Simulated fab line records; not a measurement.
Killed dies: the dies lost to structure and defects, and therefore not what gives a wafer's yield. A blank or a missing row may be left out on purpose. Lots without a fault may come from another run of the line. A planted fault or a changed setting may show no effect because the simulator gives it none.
fab line records    flow sky130
record lots=14  wafers=42  last-day=50
route steps=708 shown VIA2@509 CAPM@537
lots with no fault: from the same line, run without faults
start-h: start of the lot's first displayed wafer, in hours after the record's first day    wait-h: how many hours have passed since the lot's step before this one    " the same as in the row above    L1.1+2: a row that stands for several wafers    - no value present, or no start provided    * or withheld: withheld    < > ~ a bound
route shown NAME@n: NAME is a module with steps in the file, n the number in the route of the first one    usual: mean/standard deviation of fault-free wafers    same: alike in all rows    chamber/n: place in a boat    sites: each site's reading    _std_site: how widely they spread, as a standard deviation    _edge_site: outer sites' mean less inner sites'    radius-mm: for every site, how far away it sits from the centre of the wafer    mask NAME#n: copy n    behind: tool/chamber where the wafer was last shaped    hold: why the lot went on hold/how many hours it stayed there/how the hold came to an end    device: which transistor (n, p or np) failed to switch    end of line: the same wafers' tests at the end of the route    step lacking rows: just its recipe    killed: dies that structure and defects cost at the first sort, which is not the same as the wafer's yield    map: shows each die of a wafer: x if killed, . if not, _ if none is there
set.NAME: the setting as run; set.NAME@STEP: as run at that earlier step    model.NAME: the simulator's own value behind a step, which no gauge read
one table for each step of the route and one row for each wafer, over a sample of lots
services: the hour from which a tool's chamber was out of use, counted from the record's first day as start-h (under 0 if before that day), plus the number of hours and why
## steps
# step SKY_VIA2_CMP_02
# recipe material=SiO2  down-force-psi=4  platen-rpm=60  pad-velocity-m-s=0.94248
# usual motor-current-A=12.0/1.7
lot.wafer  tool    chamber  start-h  wait-h  motor-current-A
L223.1     cmp-01  2        813.85   0.1     13.5
L223.2     "       0        "        "       9.9
L223.6     "       2        "        "       13.8
L227.1     cmp-01  1        857.56   0.5     12.7
L227.3     "       2        "        "       13.4
L227.4     "       0        "        "       9.4
L229.3     cmp-02  3        862.64   0.0     13.0
L229.4     "       2        "        "       14.0
L229.6     "       3        "        "       13.0
L228.4     cmp-02  0        864.78   0.0     11.5
L228.3     "       3        "        "       12.7
L228.6     "       0        "        "       11.6
L237.1     cmp-01  0        926.60   0.1     9.9
L237.3     "       2        "        "       12.9
L237.4     "       3        "        "       9.4
L239.4     cmp-01  3        936.15   0.1     9.2
L239.2     "       0        "        "       10.0
L239.5     "       2        "        "       13.6
L236.4     cmp-01  0        941.63   0.1     9.6
L236.2     "       2        "        "       13.4
L236.5     "       3        "        "       9.2
L240.2     cmp-02  0        944.18   0.2     11.7
L240.5     "       1        "        "       12.9
L240.6     "       2        "        "       13.7
L241.4     cmp-02  0        948.28   0.1     10.9
L241.5     "       3        "        "       13.6
L241.6     "       0        "        "       11.0
L242.1     cmp-02  1        958.29   0.1     13.6
L242.4     "       3        "        "       13.4
L242.5     "       0        "        "       11.1
L243.2     cmp-01  1        969.54   0.0     12.3
L243.3     "       2        "        "       13.2
L243.5     "       1        "        "       12.4
L244.4     cmp-02  0        970.05   0.2     11.7
L244.6     "       1        "        "       13.3
L244.5     "       2        "        "       13.6
L245.4     cmp-02  3        977.87   0.0     13.5
L245.2     "       2        "        "       14.3
L245.6     "       0        "        "       11.6
L246.4     cmp-01  2        982.55   0.0     13.6
L246.2     "       0        "        "       9.8
L246.5     "       3        "        "       9.5
# step SKY_VIA2_STRIP_17
# recipe chemistry=post-etch-residue-remover  time-s=1200  temp-c=72.5
# usual bath-guard-temp-C=72.5/0.52  bath-heat-duty-pct=14.8/1.6
lot.wafer  tool          chamber  start-h  wait-h  bath-guard-temp-C  bath-heat-duty-pct
L223.1     wet-bench-01  3        839.64   0.1     73.1               14.6
L223.2     "             3        "        "       72.9               13.8
L223.6     "             3        "        "       73.4               14.3
L227.1     wet-bench-02  0        883.59   0.1     -                  -
L227.3     "             0        "        "       -                  -
L227.4     "             0        "        "       -                  -
L229.3     wet-bench-03  1        888.64   0.0     -                  -
L229.4     "             1        "        "       -                  -
L229.6     "             1        "        "       -                  -
L228.3     wet-bench-03  0        891.43   0.0     71.8               14.6
L228.4     "             0        "        "       71.8               13.8
L228.6     "             0        "        "       71.9               13.2
L237.1     wet-bench-03  0        951.69   0.1     71.9               14.1
L237.3     "             0        "        "       72.1               13.8
L237.4     "             0        "        "       72.0               14.9
L239.2     wet-bench-01  3        960.69   0.1     73.2               14.6
L239.4     "             3        "        "       73.5               14.7
L239.5     "             3        "        "       73.2               14.1
L236.2     wet-bench-01  0        965.69   0.1     72.8               15.0
L236.4     "             0        "        "       72.8               13.5
L236.5     "             0        "        "       72.5               15.7
L240.2     wet-bench-02  2        968.58   0.1     72.4               12.8
L240.5     "             2        "        "       72.2               13.8
L240.6     "             2        "        "       72.6               13.1
L241.4     wet-bench-03  2        973.23   0.0     73.5               12.9
L241.5     "             2        "        "       73.2               13.3
L241.6     "             2        "        "       73.4               13.1
L242.1     wet-bench-02  2        982.14   0.1     72.0               12.0
L242.4     "             2        "        "       72.3               13.5
L242.5     "             2        "        "       72.4               12.6
L243.2     wet-bench-03  3        993.78   0.1     72.1               17.1
L243.3     "             3        "        "       72.1               15.3
L243.5     "             3        "        "       72.0               15.5
L244.4     wet-bench-02  2        993.84   0.0     72.3               13.9
L244.5     "             2        "        "       72.5               14.2
L244.6     "             2        "        "       72.5               12.7
L245.2     wet-bench-03  2        1001.89  0.1     73.5               12.6
L245.4     "             2        "        "       73.5               13.6
L245.6     "             2        "        "       73.4               13.7
L246.2     wet-bench-02  0        1006.28  0.1     72.6               16.0
L246.4     "             0        "        "       72.5               15.4
L246.5     "             0        "        "       72.9               15.5
# step SKY_VIA2_RS_MEAS_22
# recipe thk-meas-gauge=four-point-probe  reads=W_of_VIA2_CVD_21+TiN_of_VIA2_SPUTTER_20
# usual VIA2_W_RS=0.267/0.0052
lot.wafer  tool           chamber  start-h  wait-h  VIA2_W_RS[ohm/sq]
L223.1     film-metro-02  -        840.32   0.1     0.255
L223.2     "              -        "        "       0.268
L223.6     "              -        "        "       0.268
L227.1     film-metro-02  -        884.37   0.1     0.272
L227.3     "              -        "        "       0.264
L227.4     "              -        "        "       0.275
L229.3     film-metro-02  -        889.37   0.1     0.261
L229.4     "              -        "        "       0.272
L229.6     "              -        "        "       0.261
L228.3     film-metro-02  -        892.15   0.1     0.262
L228.4     "              -        "        "       0.270
L228.6     "              -        "        "       0.273
L237.1     film-metro-02  -        952.37   0.1     0.261
L237.3     "              -        "        "       0.260
L237.4     "              -        "        "       0.273
L239.2     film-metro-03  -        961.39   0.1     0.268
L239.4     "              -        "        "       0.269
L239.5     "              -        "        "       0.272
L236.2     film-metro-01  -        966.39   0.1     0.271
L236.4     "              -        "        "       0.271
L236.5     "              -        "        "       0.261
L240.2     film-metro-03  -        969.29   0.1     0.269
L240.5     "              -        "        "       0.267
L240.6     "              -        "        "       0.268
L241.4     film-metro-02  -        973.98   0.1     0.266
L241.5     "              -        "        "       0.264
L241.6     "              -        "        "       0.271
L242.1     film-metro-02  -        982.83   0.1     0.277
L242.4     "              -        "        "       0.271
L242.5     "              -        "        "       0.274
L243.2     film-metro-02  -        994.59   0.1     0.272
L243.3     "              -        "        "       0.272
L243.5     "              -        "        "       0.272
L244.4     film-metro-03  -        994.64   0.1     0.275
L244.5     "              -        "        "       0.261
L244.6     "              -        "        "       0.275
L245.2     film-metro-01  -        1002.63  0.1     0.261
L245.4     "              -        "        "       0.271
L245.6     "              -        "        "       0.272
L246.2     film-metro-03  -        1007.02  0.1     0.273
L246.4     "              -        "        "       0.263
L246.5     "              -        "        "       0.271
# step SKY_CAPM_CVD_00
# recipe material=SiO2  target-thk-nm=15.5  temp-c=400  time-s=withheld  rf-w=450
# usual heater-power-outer-w=412/69  heater-power-w=690/100
lot.wafer  tool      chamber  start-h  wait-h  heater-power-outer-w  heater-power-w
L223.1     pecvd-03  0        840.96   0.0     294                   510
L223.2     "         1        "        "       363                   625
L223.6     "         0        "        "       307                   497
L227.1     pecvd-01  2        885.01   0.0     392                   677
L227.3     "         0        "        "       514                   879
L227.4     "         0        "        "       511                   881
L229.3     pecvd-03  0        889.99   0.0     328                   563
L229.4     "         1        "        "       413                   667
L229.6     "         0        "        "       341                   552
L228.3     pecvd-03  1        893.18   0.0     378                   656
L228.4     "         1        "        "       380                   635
L228.6     "         0        "        "       331                   554
L237.1     pecvd-02  1        953.01   0.0     367                   615
L237.3     "         0        "        "       473                   760
L237.4     "         0        "        "       468                   777
L239.2     pecvd-02  1        962.01   0.0     316                   572
L239.4     "         0        "        "       393                   648
L239.5     "         1        "        "       314                   582
L236.2     pecvd-02  1        967.01   0.0     383                   671
L236.4     "         1        "        "       388                   667
L236.5     "         0        "        "       391                   658
L240.2     pecvd-03  0        969.90   0.0     318                   553
L240.5     "         0        "        "       323                   545
L240.6     "         2        "        "       486                   794
L241.4     pecvd-01  0        974.56   0.0     526                   853
L241.5     "         2        "        "       507                   840
L241.6     "         0        "        "       528                   866
L242.1     pecvd-01  0        983.46   0.0     550                   888
L242.4     "         2        "        "       405                   689
L242.5     "         2        "        "       417                   684
L243.2     pecvd-02  2        995.21   0.0     330                   620
L243.3     "         1        "        "       319                   572
L243.5     "         1        "        "       311                   583
L244.4     pecvd-01  1        995.23   0.0     421                   665
L244.5     "         0        "        "       518                   882
L244.6     "         2        "        "       491                   809
L245.2     pecvd-01  2        1003.24  0.0     403                   665
L245.4     "         0        "        "       483                   821
L245.6     "         2        "        "       400                   682
L246.2     pecvd-02  1        1007.64  0.0     366                   641
L246.4     "         0        "        "       454                   754
L246.5     "         1        "        "       362                   647
## services
tool      chamber  start-h  hours  kind
pecvd-01  -        791.01   3.4    repair
cmp-02    -        797.60   1.1    repair
pecvd-01  0        803.70   5.0    repair
cmp-02    -        820.43   0.6    repair
cmp-01    -        823.54   1.1    repair
pecvd-01  2        830.90   9.7    repair
cmp-02    -        832.52   1.5    repair
pecvd-01  1        833.12   4.9    repair
pecvd-02  -        840.50   0.6    repair
cmp-02    -        843.39   15.6   pm
cmp-01    -        859.08   4.2    pm
cmp-01    -        871.35   0.6    repair
cmp-02    -        886.09   8.3    pm
pecvd-01  -        890.41   6.0    pm
pecvd-02  -        891.17   0.7    repair
pecvd-01  0        898.11   5.2    repair
cmp-01    -        911.32   1.0    repair
pecvd-01  -        913.46   0.8    pm
cmp-01    -        916.91   4.0    pm
pecvd-02  -        919.84   14.6   pm
cmp-01    -        924.28   0.3    repair
pecvd-02  0        934.82   5.6    repair
pecvd-01  1        962.52   21.6   repair
pecvd-02  -        1000.63  1.0    repair
## key
first-sign step=SKY_VIA2_STRIP_17  reading=tool-record  direction=missing
effect none on later readings
met-at SKY_VIA2_STRIP_17
struck-lots L227,L229
sort-left-out L227.1,L227.3,L227.4,L229.3,L229.4,L229.6
not-acting-at SKY_VIA2_CMP_02,SKY_VIA2_RS_MEAS_22,SKY_CAPM_CVD_00
fault kind=skipped-step-whole  tool=wet-bench-02,wet-bench-03  chamber=-  onset-h=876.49  steps=SKY_VIA2_STRIP_17  scope=struck-lots-only
# sort-left-out: the simulated sort isn't trusted on such a fault, so these wafers' sort isn't shown, and their yield isn't known
